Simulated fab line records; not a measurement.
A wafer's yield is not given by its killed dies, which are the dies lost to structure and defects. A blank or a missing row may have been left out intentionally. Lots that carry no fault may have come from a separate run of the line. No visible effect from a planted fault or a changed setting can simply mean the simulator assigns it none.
The tool behind it: which one? -- flow sky130 -- route of 708 steps, sampled at 1 step: 6 lots, 18 wafers

## WHAT THE GAUGES READ, wafer by wafer
SKY_FIELD_ISO_CD_MEAS_13: target cd 150 nm.
lot,measured,on,cdNm (nm)
L722,day 2 15:14,cdSem-01,150.3 149.4 147.6
L725,day 3 05:42,cdSem-01,149.9 149.5 149.1
L727,day 3 19:16,cdSem-02,148.0 150.1 150.6
L729,day 4 02:46,cdSem-02,151.6 149.5 149.5
L736,day 5 16:17,cdSem-02,148.3 148.2 149.1
L742,day 6 23:15,cdSem-01,147.2 147.7 147.8

## WHAT TOOL EACH LOT RAN ON (gives the tool, then ch and the chambers of the sampled wafers, and finally the start)
The record holds no process step before these readings.

## THE ANSWER, worked out from the rows above alone
Rule: usual is defined by the lots themselves. Put in order of their means at a reading, lots are off if they are a third of the lots or fewer, leave a main group of 4 or more, and stand apart from it by a gap of 3 or more times the standard deviation of the main group's means; of several such gaps the widest counts. A main group whose means are all the same, to the digits that the tables above print for the reading, isn't used. Also off: a lot with no number at a reading for which 4 or more lots have one. Any other lot the step has rows for is counted as sound.
Across all readings shown, no lot is off: no conclusion can be drawn from this.

## WHAT WAS PUT IN BY THE SIMULATOR
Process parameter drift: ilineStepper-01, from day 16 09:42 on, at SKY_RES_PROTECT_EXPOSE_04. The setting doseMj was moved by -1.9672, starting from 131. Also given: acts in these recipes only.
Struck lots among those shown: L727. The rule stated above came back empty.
